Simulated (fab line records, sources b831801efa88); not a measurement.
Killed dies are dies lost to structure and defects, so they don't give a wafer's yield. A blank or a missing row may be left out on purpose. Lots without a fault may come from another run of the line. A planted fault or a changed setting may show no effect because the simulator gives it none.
Problem report in the 8D (eight disciplines) form, filled by code | flow gf180mcu | the parts of the form that need people (team, actions taken, sign-off) are left out

1. THE PROBLEM
V4_CVD_02_THK at GF_V4_THK_MEAS_03 reads a mean of 467 nm on 3 wafers of 3 lots; wafers without a fault read 849 nm with a standard deviation of 9.8. That is -39 standard deviations from the usual mean.
First seen on wafer L772.2, day 26 20:17, on film_metro-02. The record holds 36 wafers of 12 lots with a number at this step. Rule for "out", or "out of limits": more than 4 standard deviations from the usual mean. The other wafers with a number count as sound.

2. WHAT IT IS AND WHAT IT IS NOT
question                    | is                     | is not
which readings at this step | V4_CVD_02_THK          | -
which lots                  | L772, L773, L774       | L762, L764, L767, L769, L771, L782, L783, L784, L785
which wafers of those lots  | L772.2, L773.2, L774.2 | L772.1, L772.4, L773.4, L773.6, L774.1, L774.4
read on which gauges        | film_metro-02          | film_metro-01, film_metro-03
when                        | from day 26 20:17      | up to then (17 sound wafers); but 16 sound wafers of L773, L774, L782, L783, L784, L785 came after

3. SUSPECTS, AND WHAT RULES EACH OUT
Counting: a tool at a process step up to the reading stays a suspect if it ran every lot that is out. Sound lots after the first of them don't rule it out here, since some wafers of a struck lot are sound.
- the gauge at GF_V4_THK_MEAS_03: ruled out. All the wafers that are out were read on film_metro-02, but those of them that GF_V4_CMP_04 has rows for are out there too, on other tools.
- pecvd-04 at GF_V4_CVD_02 (deposits SiO2 from TEOS, target thk 850 nm, time 94.851 s): kept. It ran every lot that is out, first L772 (day 26 20:13); its last sound lot up to then is L771 (day 26 11:47).
Left after counting: pecvd-04 at GF_V4_CVD_02.

4. THE CAUSE (what the simulator had put in)
Process parameter drift: pecvd-04, from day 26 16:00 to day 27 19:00, at GF_V4_CVD_02. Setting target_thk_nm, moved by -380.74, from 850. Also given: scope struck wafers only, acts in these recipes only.
Counting left only this tool.

5. THE CHAIN OF EFFECTS, in route order
Each row: a reading whose mean over the struck wafers that have a number lies more than 3 standard deviations from the usual. Only readings for which the record gives a usual standard deviation are gone through. hours: the time from each lot's start at the first step in this table that gives one to its start at this step, as a median over the lots. sigmas: the change in usual standard deviations.
hours | step              | reading            | usual      | on struck wafers | change | sigmas
0     | GF_V4_THK_MEAS_03 | V4_CVD_02_THK      | 849 nm     | 467              | -382   | -39
0     | GF_V4_CMP_04      | time_to_endpoint_s | 80 s       | 32               | -48    | -8.9
-     | GF_V4_ETCH_17     | oes_product_au     | 0.856 a.u. | 0.732            | -0.124 | -25
The process steps in it:
- GF_V4_CMP_04: polishes SiO2.
- GF_V4_ETCH_17: etches SiO2 in C4F8/O2/Ar, stops on TiN, target depth 630 nm.

6. WHAT WOULD HAVE CAUGHT IT SOONER
In this record the first reading out of limits at a measuring or inspecting step was taken at day 26 20:17, 4 hours after the fault began at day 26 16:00.
Of the tool readings at GF_V4_CVD_02 for which the record gives a usual standard deviation, none was out on any struck wafer, so an alarm limit of 4 standard deviations on them would not have fired.
Of the lots that are out (3), L773, L774 began GF_V4_CVD_02 on pecvd-04 after day 26 20:17. A hold on the tool at that time would have spared those 2.
